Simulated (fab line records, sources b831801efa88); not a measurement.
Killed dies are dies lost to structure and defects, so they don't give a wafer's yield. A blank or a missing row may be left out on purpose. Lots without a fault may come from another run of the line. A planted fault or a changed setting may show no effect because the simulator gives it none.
Which tool did it? | flow gf180mcu | 14 lots, 42 wafers sampled, at 5 steps of a route of 602

WHAT THE GAUGES READ, wafer by wafer
GF_V1_RS_MEAS_24: measures by four-point-probe.
lot  | measured     | on            | V1_W_RS (ohm/sq)
L765 | day 17 21:34 | film_metro-03 | 0.3243 0.3284 0.3270
L767 | day 18 16:49 | film_metro-02 | 0.3264 0.3260 0.3271
L768 | day 18 22:41 | film_metro-02 | 0.3290 0.3293 0.3263
L770 | day 19 20:53 | film_metro-04 | 42.720 42.345 42.448
L771 | day 20 07:55 | film_metro-03 | 42.145 41.988 41.821
L773 | day 21 19:41 | film_metro-02 | 0.3272 0.3264 0.3245
L778 | day 23 08:52 | film_metro-02 | 0.3286 0.3281 0.3302
L783 | day 24 15:44 | film_metro-02 | 0.3277 0.3267 0.3254
L782 | day 24 16:58 | film_metro-03 | 0.3266 0.3244 0.3294
L784 | day 25 09:19 | film_metro-03 | 0.3290 0.3284 0.3249
L785 | day 25 11:25 | film_metro-03 | 0.3306 0.3305 0.3248
L786 | day 25 13:02 | film_metro-04 | 0.3283 0.3260 0.3245
L787 | day 25 22:41 | film_metro-02 | 0.3227 0.3244 0.3253
L788 | day 26 06:07 | film_metro-04 | 0.3294 0.3290 0.3300

GF_V1_THK_MEAS_25: measures by xrf.
lot  | measured     | on            | V1_W_THK (nm)
L765 | day 17 21:41 | film_metro-03 | 333 328 330
L767 | day 18 16:55 | film_metro-02 | 339 340 340
L768 | day 18 22:47 | film_metro-02 | 335 336 340
L770 | day 19 20:59 | film_metro-04 | <0 <0 -
L771 | day 20 08:01 | film_metro-03 | <0 <0 <0
L773 | day 21 19:47 | film_metro-02 | 334 333 337
L778 | day 23 08:58 | film_metro-02 | 338 339 337
L783 | day 24 15:50 | film_metro-02 | 340 342 342
L782 | day 24 17:04 | film_metro-03 | 329 331 325
L784 | day 25 09:26 | film_metro-03 | 327 328 330
L785 | day 25 11:32 | film_metro-03 | 324 323 330
L786 | day 25 13:08 | film_metro-04 | 333 335 336
L787 | day 25 22:46 | film_metro-02 | 344 341 342
L788 | day 26 06:14 | film_metro-04 | 332 334 336

WHICH TOOL RAN EACH LOT (tool, then ch and the chambers of the sampled wafers, then the start)
lot  | GF_V1_ETCH_16                      | GF_V1_SPUTTER_21             | GF_V1_CVD_23
L765 | rie_diel-02 ch 1,2,3, day 17 20:20 | pvd_sputter-02, day 17 21:21 | cvd_w-02 ch 0, day 17 21:27
L767 | rie_diel-01 ch 0,3, day 18 15:54   | pvd_sputter-01, day 18 16:34 | cvd_w-01 ch 0,1, day 18 16:42
L768 | rie_diel-03 ch 2,3, day 18 21:47   | pvd_sputter-01, day 18 22:26 | cvd_w-02 ch 0,1, day 18 22:35
L770 | rie_diel-03 ch 1,2,3, day 19 19:57 | pvd_sputter-03, day 19 20:39 | cvd_w-02 ch 0,1, day 19 20:45
L771 | rie_diel-01 ch 2,3, day 20 06:59   | pvd_sputter-01, day 20 07:40 | cvd_w-02 ch 0,1, day 20 07:48
L773 | rie_diel-01 ch 1,2,3, day 21 18:36 | pvd_sputter-01, day 21 19:26 | cvd_w-02 ch 0,1, day 21 19:35
L778 | rie_diel-01 ch 1,2, day 23 07:56   | pvd_sputter-03, day 23 08:37 | cvd_w-01 ch 0,1, day 23 08:46
L783 | rie_diel-02 ch 0,1,2, day 24 14:50 | pvd_sputter-02, day 24 15:29 | cvd_w-01 ch 0,1, day 24 15:38
L782 | rie_diel-01 ch 0,1,3, day 24 16:03 | pvd_sputter-01, day 24 16:43 | cvd_w-02 ch 0,1, day 24 16:49
L784 | rie_diel-03 ch 1,3, day 25 08:24   | pvd_sputter-01, day 25 09:06 | cvd_w-01 ch 0,1, day 25 09:12
L785 | rie_diel-02 ch 1,2, day 25 10:32   | pvd_sputter-01, day 25 11:11 | cvd_w-02 ch 0,1, day 25 11:17
L786 | rie_diel-01 ch 1,3, day 25 12:07   | pvd_sputter-02, day 25 12:47 | cvd_w-01 ch 0,1, day 25 12:55
L787 | rie_diel-03 ch 0,1,3, day 25 21:43 | pvd_sputter-01, day 25 22:24 | cvd_w-01 ch 0,1, day 25 22:32
L788 | rie_diel-02 ch 2,3, day 26 05:14   | pvd_sputter-02, day 26 05:53 | cvd_w-01 ch 0,1, day 26 05:59
- GF_V1_ETCH_16: etches BARC in N2/H2.
- GF_V1_SPUTTER_21: material Ti, target thk 15 nm, time 80.02 s.
- GF_V1_CVD_23: deposits W, target thk 350 nm, time 105.05 s.

WHAT THE TOOLS THEMSELVES READ (means of the sampled wafers that have a number; where no wafer has one, the mark that the record gives instead)
GF_V1_ETCH_16.
lot  | tool        | drypump_motor_current_A (A) | oes_product_au (a.u.) | rf_fwd_power_W (W) | throttle_valve_pct (%)
L765 | rie_diel-02 | 5.3                         | 0.853                 | 494.9              | 13.222
L767 | rie_diel-01 | 5.8                         | 0.853                 | 493.0              | 13.228
L768 | rie_diel-03 | 5.1                         | 0.855                 | 493.2              | 13.224
L770 | rie_diel-03 | 5.6                         | 0.851                 | 493.3              | 13.227
L771 | rie_diel-01 | 5.5                         | 0.852                 | 495.4              | 13.230
L773 | rie_diel-01 | 5.4                         | 0.857                 | 494.7              | 13.223
L778 | rie_diel-01 | 5.1                         | 0.856                 | 494.6              | 13.234
L783 | rie_diel-02 | 5.7                         | 0.852                 | 494.0              | 13.227
L782 | rie_diel-01 | 5.5                         | 0.854                 | 495.6              | 13.220
L784 | rie_diel-03 | 5.3                         | 0.855                 | 492.0              | 13.223
L785 | rie_diel-02 | 5.2                         | 0.856                 | 495.5              | 13.226
L786 | rie_diel-01 | 5.3                         | 0.852                 | 492.8              | 13.226
L787 | rie_diel-03 | 5.7                         | 0.857                 | 492.2              | 13.227
L788 | rie_diel-02 | 5.5                         | 0.857                 | 494.6              | 13.227

GF_V1_SPUTTER_21.
lot  | tool           | cathode_dc_power_W (W) | throttle_valve_pct (%)
L765 | pvd_sputter-02 | 2500.0                 | 28.5
L767 | pvd_sputter-01 | 2500.0                 | 29.7
L768 | pvd_sputter-01 | 2500.3                 | 28.7
L770 | pvd_sputter-03 | 2500.2                 | 30.5
L771 | pvd_sputter-01 | 2500.3                 | 29.9
L773 | pvd_sputter-01 | 2500.1                 | 28.5
L778 | pvd_sputter-03 | 2500.0                 | 30.0
L783 | pvd_sputter-02 | 2500.2                 | 29.3
L782 | pvd_sputter-01 | 2500.3                 | 28.7
L784 | pvd_sputter-01 | 2500.0                 | 29.0
L785 | pvd_sputter-01 | 2500.1                 | 29.1
L786 | pvd_sputter-02 | 2500.2                 | 29.5
L787 | pvd_sputter-01 | 2499.3                 | 27.8
L788 | pvd_sputter-02 | 2499.8                 | 29.0

GF_V1_CVD_23.
lot  | tool     | chamber_pressure_Torr (Torr) | heater_power_outer_w (W) | heater_power_w (W)
L765 | cvd_w-02 | 40.10                        | 593                      | 892
L767 | cvd_w-01 | 40.02                        | 526                      | 790
L768 | cvd_w-02 | 40.04                        | 510                      | 811
L770 | cvd_w-02 | -                            | -                        | -
L771 | cvd_w-02 | -                            | -                        | -
L773 | cvd_w-02 | 40.05                        | 511                      | 814
L778 | cvd_w-01 | 40.00                        | 533                      | 805
L783 | cvd_w-01 | 39.98                        | 531                      | 810
L782 | cvd_w-02 | 40.04                        | 548                      | 852
L784 | cvd_w-01 | 40.02                        | 531                      | 799
L785 | cvd_w-02 | 39.98                        | 511                      | 814
L786 | cvd_w-01 | 39.99                        | 542                      | 803
L787 | cvd_w-01 | 39.92                        | 531                      | 810
L788 | cvd_w-01 | 40.03                        | 505                      | 783

THE ANSWER, worked out from the rows above alone
Rule: what is usual is taken from the lots themselves. Put in order of their means at a reading, lots are off if they are a third of the lots or fewer, leave a main group of 4 or more, and stand apart from it by a gap of 3 or more times the standard deviation of the main group's means; of several such gaps the widest counts. A main group whose means are all the same, to the digits that the tables above print for the reading, isn't used. A lot without any number at a reading at which 4 lots or more have one is off too. The other lots that the step has rows for count as sound. The gauges are gone through in route order, then the tools' own readings, and for those a lot's mean is taken as printed above. The first step at which some lot is off is used, and at that step the reading that is off furthest; a lot without a number counts as furthest.
Off: L770, L771, at GF_V1_RS_MEAS_24 (V1_W_RS). The main group: mean 0.3271 ohm/sq, standard deviation 0.0014.
A tool fits if, at a process step before that reading, it ran every lot that is off, and no sound lot after the first of them. The gauges at GF_V1_RS_MEAS_24 aren't tried: what is off there is off at GF_V1_CVD_23 too, on other tools, and a gauge's error can't cause that. None of those tried fits.

WHAT THE SIMULATOR HAD PUT IN
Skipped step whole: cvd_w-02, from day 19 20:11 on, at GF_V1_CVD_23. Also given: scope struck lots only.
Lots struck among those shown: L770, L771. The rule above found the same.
